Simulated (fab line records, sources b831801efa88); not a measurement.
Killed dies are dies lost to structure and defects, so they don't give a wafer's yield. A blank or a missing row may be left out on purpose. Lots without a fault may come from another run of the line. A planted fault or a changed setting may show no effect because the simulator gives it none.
Which tool did it? | flow sky130 | 24 lots, 72 wafers sampled, at 6 steps of a route of 708

WHAT THE GAUGES READ, wafer by wafer
SKY_METAL2_RS_MEAS_05: measures by four-point-probe. Usual: METAL2_ALCU_RS 0.1264 ohm/sq, standard deviation 0.001.
lot  | measured     | on            | METAL2_ALCU_RS (ohm/sq) | flag
L074 | day 33 18:51 | film_metro-02 | 0.1266 0.1256 0.1253    |
L077 | day 34 23:38 | film_metro-04 | 0.1272 0.1268 0.1271    |
L075 | day 35 00:25 | film_metro-02 | 0.1263 0.1265 0.1273    |
L076 | day 35 01:12 | film_metro-02 | 0.1261 0.1244 0.1255    |
L078 | day 35 11:37 | film_metro-04 | 0.1256 0.1269 0.1271    |
L079 | day 35 13:37 | film_metro-02 | 0.1272 0.1268 0.1259    |
L080 | day 35 21:47 | film_metro-04 | 0.1255 0.1264 0.1262    |
L081 | day 35 23:52 | film_metro-04 | 0.1276 0.1277 0.1278    |
L082 | day 36 14:17 | film_metro-01 | 0.1274 0.1274 0.1277    |
L083 | day 36 19:07 | film_metro-04 | 0.1266 0.1283 0.1269    |
L084 | day 37 09:10 | film_metro-04 | 0.1252 0.1252 0.1248    |
L085 | day 37 18:55 | film_metro-01 | 0.1284 0.1271 0.1277    |
L086 | day 37 23:32 | film_metro-01 | 0.1258 0.1261 0.1271    |
L088 | day 39 15:55 | film_metro-01 | 0.1258 0.1270 0.1264    |
L087 | day 39 18:04 | film_metro-02 | 0.1253 0.1254 0.1249    |
L090 | day 39 19:43 | film_metro-04 | 0.1273 0.1263 0.1264    |
L092 | day 39 20:58 | film_metro-01 | 0.1250 0.1262 0.1249    |
L089 | day 39 21:16 | film_metro-02 | 0.1267 0.1253 0.1249    |
L091 | day 39 21:50 | film_metro-02 | 0.1253 0.1255 0.1259    |
L093 | day 39 23:34 | film_metro-02 | 0.1249 0.1240 0.1246    |
L094 | day 40 10:15 | film_metro-01 | 0.1267 0.1267 0.1262    |
L096 | day 41 12:10 | film_metro-02 | 0.1285 0.1284 0.1275    |
L095 | day 41 13:56 | film_metro-04 | 0.1254 0.1264 0.1253    |
L097 | day 41 15:56 | film_metro-01 | 0.1269 0.1264 0.1257    |

SKY_PASSIVATION_THK_MEAS_03. Usual: PASSIVATION_CVD_02_THK 542 nm, standard deviation 5.6.
lot  | measured     | on            | PASSIVATION_CVD_02_THK (nm) | flag
L074 | day 43 15:05 | film_metro-03 | 547 542 546                 |
L077 | day 44 17:22 | film_metro-02 | 531 545 544                 |
L075 | day 44 15:30 | film_metro-04 | 538 555 544                 |
L076 | day 44 19:46 | film_metro-02 | 541 544 540                 |
L078 | day 45 02:48 | film_metro-03 | 538 535 546                 |
L079 | day 45 04:06 | film_metro-02 | 543 535 548                 |
L080 | day 45 07:55 | film_metro-03 | 544 552 546                 |
L081 | day 45 11:50 | film_metro-03 | 545 538 549                 |
L082 | day 46 01:31 | film_metro-02 | 542 538 540                 |
L083 | day 46 02:46 | film_metro-02 | 544 551 551                 |
L084 | day 46 15:04 | film_metro-03 | 540 538 557                 |
L085 | day 46 23:52 | film_metro-02 | 533 544 542                 |
L086 | day 47 00:19 | film_metro-02 | 532 537 542                 |
L088 | day 48 09:05 | film_metro-04 | 533 543 543                 |
L087 | day 48 12:02 | film_metro-02 | 535 541 547                 |
L090 | day 48 13:01 | film_metro-03 | 551 549 547                 |
L092 | day 48 14:05 | film_metro-03 | 543 542 542                 |
L089 | day 48 16:08 | film_metro-04 | 547 543 544                 |
L091 | day 48 16:25 | film_metro-04 | 535 539 547                 |
L093 | day 48 17:11 | film_metro-03 | 536 543 551                 |
L094 | day 48 22:19 | film_metro-04 | 540 539 547                 |
L096 | day 49 17:31 | film_metro-02 | 539 540 542                 |
L095 | day 49 19:27 | film_metro-02 | 532 538 541                 |
L097 | day 49 19:47 | film_metro-02 | 531 538 541                 |

WHICH TOOL RAN EACH LOT (tool, then ch and the chambers of the sampled wafers, then the start)
lot  | SKY_VIA1_CMP_24               | SKY_METAL2_SPUTTER_04        | SKY_METAL3_SPUTTER_01        | SKY_PASSIVATION_CVD_00
L074 | cmp-01 ch 0,1,2, day 33 18:26 | pvd_sputter-03, day 33 18:47 | pvd_sputter-03, day 36 01:49 | pecvd-02 ch 0,2, day 43 14:45
L077 | cmp-01 ch 0,3, day 34 23:10   | pvd_sputter-03, day 34 23:34 | pvd_sputter-02, day 37 08:08 | pecvd-01 ch 0,2, day 44 17:02
L075 | cmp-01 ch 0,1,3, day 34 23:58 | pvd_sputter-03, day 35 00:22 | pvd_sputter-04, day 37 09:28 | pecvd-03 ch 0,2, day 44 15:04
L076 | cmp-01 ch 1,2,3, day 35 00:55 | pvd_sputter-02, day 35 01:10 | pvd_sputter-02, day 37 10:20 | pecvd-02 ch 0,2, day 44 19:28
L078 | cmp-02 ch 1,2,3, day 35 11:10 | pvd_sputter-03, day 35 11:33 | pvd_sputter-04, day 37 20:23 | pecvd-03 ch 0,2, day 45 02:29
L079 | cmp-02 ch 0,1,3, day 35 13:17 | pvd_sputter-03, day 35 13:34 | pvd_sputter-04, day 37 21:22 | pecvd-02 ch 0,2, day 45 03:47
L080 | cmp-01 ch 0,1,3, day 35 21:26 | pvd_sputter-02, day 35 21:43 | pvd_sputter-04, day 38 06:10 | pecvd-02 ch 0,1, day 45 07:35
L081 | cmp-01 ch 0,1,2, day 35 23:24 | pvd_sputter-02, day 35 23:47 | pvd_sputter-04, day 38 08:29 | pecvd-01 ch 0,1,2, day 45 11:31
L082 | cmp-02 ch 0,3, day 36 13:49   | pvd_sputter-03, day 36 14:12 | pvd_sputter-02, day 38 21:46 | pecvd-02 ch 0,2, day 46 01:11
L083 | cmp-01 ch 0,1,3, day 36 18:38 | pvd_sputter-02, day 36 19:01 | pvd_sputter-03, day 39 01:26 | pecvd-02 ch 0,1,2, day 46 02:26
L084 | cmp-01 ch 0,3, day 37 08:44   | pvd_sputter-01, day 37 09:07 | pvd_sputter-02, day 39 15:22 | pecvd-01 ch 0,2, day 46 14:46
L085 | cmp-01 ch 1,3, day 37 18:31   | pvd_sputter-02, day 37 18:52 | pvd_sputter-03, day 40 00:28 | pecvd-03 ch 0,2, day 46 23:24
L086 | cmp-01 ch 1,2, day 37 23:05   | pvd_sputter-02, day 37 23:29 | pvd_sputter-02, day 40 03:37 | pecvd-03 ch 0,1,2, day 47 00:00
L088 | cmp-01 ch 1,2, day 39 15:28   | pvd_sputter-01, day 39 15:52 | pvd_sputter-04, day 41 19:53 | pecvd-02 ch 0, day 48 08:44
L087 | cmp-01 ch 0,1,2, day 39 17:42 | pvd_sputter-01, day 39 17:59 | pvd_sputter-02, day 41 21:43 | pecvd-03 ch 0,1,2, day 48 11:36
L090 | cmp-02 ch 1,2,3, day 39 19:22 | pvd_sputter-01, day 39 19:36 | pvd_sputter-02, day 41 22:32 | pecvd-02 ch 0,2, day 48 12:40
L092 | cmp-01 ch 2,3, day 39 20:31   | pvd_sputter-01, day 39 20:52 | pvd_sputter-03, day 41 23:37 | pecvd-01 ch 0,1,2, day 48 13:39
L089 | cmp-01 ch 0,2,3, day 39 20:48 | pvd_sputter-01, day 39 21:11 | pvd_sputter-04, day 42 00:13 | pecvd-03 ch 0,1,2, day 48 15:43
L091 | cmp-01 ch 0,3, day 39 21:27   | pvd_sputter-03, day 39 21:47 | pvd_sputter-04, day 42 02:02 | pecvd-02 ch 0,2, day 48 16:06
L093 | cmp-02 ch 0,1,2, day 39 23:07 | pvd_sputter-02, day 39 23:30 | pvd_sputter-04, day 42 02:56 | pecvd-01 ch 0,2, day 48 16:45
L094 | cmp-01 ch 1,2, day 40 09:49   | pvd_sputter-02, day 40 10:12 | pvd_sputter-04, day 42 11:20 | pecvd-02 ch 0,2, day 48 22:00
L096 | cmp-02 ch 1,2,3, day 41 11:49 | pvd_sputter-03, day 41 12:07 | pvd_sputter-02, day 43 13:58 | pecvd-01 ch 0,1,2, day 49 17:12
L095 | cmp-02 ch 0,1,2, day 41 13:35 | pvd_sputter-02, day 41 13:53 | pvd_sputter-03, day 43 14:59 | pecvd-02 ch 0,1,2, day 49 19:05
L097 | cmp-02 ch 0,2,3, day 41 15:35 | pvd_sputter-02, day 41 15:53 | pvd_sputter-03, day 43 17:14 | pecvd-03 ch 0,2, day 49 19:23
- SKY_VIA1_CMP_24: polishes, stops on SiO2, t overpolish 15 s, target thk 0 nm.
- SKY_METAL2_SPUTTER_04: material TiN, target thk 70 nm, time 58.3 s.
- SKY_METAL3_SPUTTER_01: material TiN, target thk 20 nm, time 16.7 s.
- SKY_PASSIVATION_CVD_00: deposits SiO2, target thk 90 nm.

WHAT THE TOOLS THEMSELVES READ (means of the sampled wafers that have a number; where no wafer has one, the mark that the record gives instead)
SKY_VIA1_CMP_24. Usual: motor_current_A 11.7 A, standard deviation 1.4; overpolish_run_s 15.001 s, standard deviation 0.0082; slurry_flow_ml_min 150.1, standard deviation 0.51; time_to_endpoint_s 64.0 s, standard deviation 2.6.
lot  | tool   | motor_current_A (A) | overpolish_run_s (s) | slurry_flow_ml_min | time_to_endpoint_s (s) | flag
L074 | cmp-01 | 10.8                | 14.997               | 149.8              | 65.6                   |
L077 | cmp-01 | 12.5                | 14.997               | 150.1              | 62.5                   |
L075 | cmp-01 | 11.4                | 15.001               | 150.2              | 64.1                   |
L076 | cmp-01 | 11.8                | 15.006               | 149.9              | 63.4                   |
L078 | cmp-02 | 12.8                | 15.001               | 150.4              | 66.0                   |
L079 | cmp-02 | 11.3                | 15.003               | 150.3              | 65.0                   |
L080 | cmp-01 | 11.4                | 14.999               | 150.5              | 65.3                   |
L081 | cmp-01 | 10.4                | 14.999               | 150.2              | 60.5                   |
L082 | cmp-02 | 11.7                | 15.001               | 150.2              | 63.6                   |
L083 | cmp-01 | 11.4                | 14.997               | 150.2              | 65.1                   |
L084 | cmp-01 | 11.3                | 15.001               | 150.1              | 66.6                   |
L085 | cmp-01 | 11.3                | 14.997               | 150.1              | 67.0                   |
L086 | cmp-01 | 12.1                | 14.999               | 150.6              | 63.8                   |
L088 | cmp-01 | 11.1                | 14.995               | 149.9              | 60.9                   |
L087 | cmp-01 | 11.0                | 14.994               | 149.8              | 64.7                   |
L090 | cmp-02 | 12.2                | 15.003               | 150.1              | 63.1                   |
L092 | cmp-01 | 13.6                | 15.003               | 150.1              | 62.9                   |
L089 | cmp-01 | 11.7                | 15.005               | 150.2              | 62.1                   |
L091 | cmp-01 | 12.2                | 15.005               | 150.1              | 63.7                   |
L093 | cmp-02 | 11.6                | 15.002               | 150.3              | 65.9                   |
L094 | cmp-01 | 11.7                | 14.995               | 149.8              | 65.3                   |
L096 | cmp-02 | 12.5                | 15.000               | 149.7              | 62.8                   |
L095 | cmp-02 | 11.7                | 14.999               | 149.9              | 66.2                   |
L097 | cmp-02 | 11.5                | 14.998               | 149.4              | 62.7                   |

SKY_METAL2_SPUTTER_04. Usual: throttle_valve_pct 30.5 %, standard deviation 1.1.
lot  | tool           | throttle_valve_pct (%) | flag
L074 | pvd_sputter-03 | 30.3                   |
L077 | pvd_sputter-03 | 29.5                   |
L075 | pvd_sputter-03 | 30.0                   |
L076 | pvd_sputter-02 | 31.1                   |
L078 | pvd_sputter-03 | 29.3                   |
L079 | pvd_sputter-03 | 30.0                   |
L080 | pvd_sputter-02 | 31.0                   |
L081 | pvd_sputter-02 | 31.3                   |
L082 | pvd_sputter-03 | 29.5                   |
L083 | pvd_sputter-02 | 31.8                   |
L084 | pvd_sputter-01 | 31.1                   |
L085 | pvd_sputter-02 | 31.1                   |
L086 | pvd_sputter-02 | 31.3                   |
L088 | pvd_sputter-01 | 31.0                   |
L087 | pvd_sputter-01 | 31.6                   |
L090 | pvd_sputter-01 | 31.2                   |
L092 | pvd_sputter-01 | 30.5                   |
L089 | pvd_sputter-01 | 30.8                   |
L091 | pvd_sputter-03 | 29.3                   |
L093 | pvd_sputter-02 | 30.3                   |
L094 | pvd_sputter-02 | 31.2                   |
L096 | pvd_sputter-03 | 29.4                   |
L095 | pvd_sputter-02 | 30.5                   |
L097 | pvd_sputter-02 | 31.0                   |

SKY_METAL3_SPUTTER_01. Usual: throttle_valve_pct 30.3 %, standard deviation 0.96.
lot  | tool           | throttle_valve_pct (%) | flag
L074 | pvd_sputter-03 | 30.6                   |
L077 | pvd_sputter-02 | 30.3                   |
L075 | pvd_sputter-04 | 30.0                   |
L076 | pvd_sputter-02 | 31.2                   |
L078 | pvd_sputter-04 | 30.3                   |
L079 | pvd_sputter-04 | 30.0                   |
L080 | pvd_sputter-04 | 30.2                   |
L081 | pvd_sputter-04 | 30.0                   |
L082 | pvd_sputter-02 | 31.1                   |
L083 | pvd_sputter-03 | 30.2                   |
L084 | pvd_sputter-02 | 31.3                   |
L085 | pvd_sputter-03 | 30.0                   |
L086 | pvd_sputter-02 | 30.9                   |
L088 | pvd_sputter-04 | 30.2                   |
L087 | pvd_sputter-02 | 30.4                   |
L090 | pvd_sputter-02 | 30.3                   |
L092 | pvd_sputter-03 | 29.9                   |
L089 | pvd_sputter-04 | 29.6                   |
L091 | pvd_sputter-04 | 30.2                   |
L093 | pvd_sputter-04 | 30.3                   |
L094 | pvd_sputter-04 | 29.9                   |
L096 | pvd_sputter-02 | 30.4                   |
L095 | pvd_sputter-03 | 30.0                   |
L097 | pvd_sputter-03 | 30.4                   |

SKY_PASSIVATION_CVD_00. Usual: heater_power_w 642 W, standard deviation 84.
lot  | tool     | heater_power_w (W) | flag
L074 | pecvd-02 | 596                |
L077 | pecvd-01 | 838                |
L075 | pecvd-03 | 671                |
L076 | pecvd-02 | 604                |
L078 | pecvd-03 | 608                |
L079 | pecvd-02 | 533                |
L080 | pecvd-02 | 698                |
L081 | pecvd-01 | 727                |
L082 | pecvd-02 | 610                |
L083 | pecvd-02 | 613                |
L084 | pecvd-01 | 810                |
L085 | pecvd-03 | 637                |
L086 | pecvd-03 | 633                |
L088 | pecvd-02 | 584                |
L087 | pecvd-03 | 611                |
L090 | pecvd-02 | 591                |
L092 | pecvd-01 | 694                |
L089 | pecvd-03 | 663                |
L091 | pecvd-02 | 574                |
L093 | pecvd-01 | 755                |
L094 | pecvd-02 | 583                |
L096 | pecvd-01 | 693                |
L095 | pecvd-02 | 586                |
L097 | pecvd-03 | 607                |

THE ANSWER, worked out from the rows above alone
Rule: a lot is off if the mean of its wafers that have a number lies more than 3 standard deviations from the usual mean. A lot without any number at a reading at which 4 lots or more have one is off too. The other lots that the step has rows for count as sound. The gauges are gone through in route order, then the tools' own readings, and for those a lot's mean is taken as printed above. The first step at which some lot is off is used, and at that step the reading that is off furthest; a lot without a number counts as furthest.
No lot is off at any reading shown: from this, nothing can be told.

WHAT THE SIMULATOR HAD PUT IN
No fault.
